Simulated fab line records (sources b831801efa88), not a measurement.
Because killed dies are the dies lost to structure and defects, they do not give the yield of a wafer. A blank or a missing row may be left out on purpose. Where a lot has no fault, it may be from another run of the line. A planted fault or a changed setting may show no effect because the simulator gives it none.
Check for tools in common + flow sky130 + Lots sampled 13, wafers sampled 39

## THE REASON FOR OPENING IT
2 of 13 lots carry a flag on the reading LDD_LDN_TW at SKY_LDD_LDN_TW_MEAS_13. No-fault wafers: 1481, standard deviation 7.5.
Rule: a lot is flagged in two cases, either no wafer of it has a number, or all its wafers with numbers fall more than 4 standard deviations from that mean. All remaining lots are regarded as sound.

| lot  | measured     | on            | LDD_LDN_TW, wafer by wafer | flag    |
|------|--------------|---------------|----------------------------|---------|
| L954 | day 23 18:10 | film-metro-02 | 1488 1494 1490             |         |
| L955 | day 24 05:26 | film-metro-02 | 1495 1489 1498             |         |
| L956 | day 24 09:26 | film-metro-02 | 1487 1495 1493             |         |
| L957 | day 25 00:05 | film-metro-03 | 1476 1467 1469             |         |
| L958 | day 25 06:37 | film-metro-03 | 1470 1477 1474             |         |
| L959 | day 25 16:47 | film-metro-03 | 1467 1469 1473             |         |
| L962 | day 27 12:10 | film-metro-03 | 1446 1438 1445             | FLAGGED |
| L963 | day 27 15:17 | film-metro-02 | 1433 1434 1431             | FLAGGED |
| L964 | day 27 22:52 | film-metro-01 | 1479 1488 1478             |         |
| L972 | day 29 20:20 | film-metro-01 | 1481 1476 1479             |         |
| L973 | day 30 10:56 | film-metro-02 | 1486 1482 1494             |         |
| L975 | day 30 23:20 | film-metro-02 | 1480 1478 1482             |         |
| L976 | day 31 08:52 | film-metro-03 | 1482 1486 1482             |         |
On average the flagged lots' numbers are 1438, which is -43 against the usual, or -6 standard deviations.

## LOT BY LOT: THE TOOL USED
The record holds 1 process step before the reading, out of a route of 708 steps. Each cell gives the tool, then ch followed by the chambers the sampled wafers passed through, then the start.
| lot  | flag    | SKY_LDD_LDN_IMPLANT_11          |
|------|---------|---------------------------------|
| L954 |         | implanter-03 ch 0, day 23 17:55 |
| L955 |         | implanter-03 ch 0, day 24 05:13 |
| L956 |         | implanter-02 ch 0, day 24 09:11 |
| L957 |         | implanter-03 ch 0, day 24 23:50 |
| L958 |         | implanter-03 ch 0, day 25 06:23 |
| L959 |         | implanter-03 ch 0, day 25 16:34 |
| L962 | FLAGGED | implanter-03 ch 0, day 27 11:55 |
| L963 | FLAGGED | implanter-03 ch 0, day 27 15:02 |
| L964 |         | implanter-04 ch 0, day 27 22:37 |
| L972 |         | implanter-02 ch 0, day 29 20:05 |
| L973 |         | implanter-04 ch 0, day 30 10:41 |
| L975 |         | implanter-04 ch 0, day 30 23:07 |
| L976 |         | implanter-04 ch 0, day 31 08:37 |
What is done by these steps:
- SKY_LDD_LDN_IMPLANT_11
- SKY_LDD_LDN_TW_MEAS_13

## FLAGGED AGAINST TOTAL, ONE TOOL AT A TIME (gauges that did the reading follow at the end)
| step                   | tool          | lots run | flagged | share of the flagged lots | sound lots run after its first flagged lot |
|------------------------|---------------|----------|---------|---------------------------|--------------------------------------------|
| SKY_LDD_LDN_IMPLANT_11 | implanter-02  | 2        | 0       | none                      | -                                          |
| SKY_LDD_LDN_IMPLANT_11 | implanter-03  | 7        | 2       | all                       | 0                                          |
| SKY_LDD_LDN_IMPLANT_11 | implanter-04  | 4        | 0       | none                      | -                                          |
| SKY_LDD_LDN_TW_MEAS_13 | film-metro-01 | 2        | 0       | none                      | -                                          |
| SKY_LDD_LDN_TW_MEAS_13 | film-metro-02 | 6        | 1       | some                      | 2 (L973,L975)                              |
| SKY_LDD_LDN_TW_MEAS_13 | film-metro-03 | 5        | 1       | some                      | 1 (L976)                                   |

## WHAT THE TABLE PERMITS
In the table, 1 row covers all flagged lots: implanter-03 at SKY_LDD_LDN_IMPLANT_11.
- implanter-03 at SKY_LDD_LDN_IMPLANT_11: 2 of its 7 lots flagged. It ran its last sound lot, L959, at day 25 16:34 and its first flagged lot, L962, at day 27 11:55: a fault with its onset between the two fits. Its own readings lie more than 4 standard deviations out on every wafer of the flagged lots: dose-ions-cm2, faraday-current-uA.
What remains is a single tool, implanter-03 at SKY_LDD_LDN_IMPLANT_11.

## WHAT THE SIMULATOR PUT IN
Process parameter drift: implanter-03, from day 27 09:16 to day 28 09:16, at SKY_LDD_LDN_IMPLANT_11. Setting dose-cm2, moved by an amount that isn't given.
Lots struck among those shown: L962, L963. The same result came from the rule above.
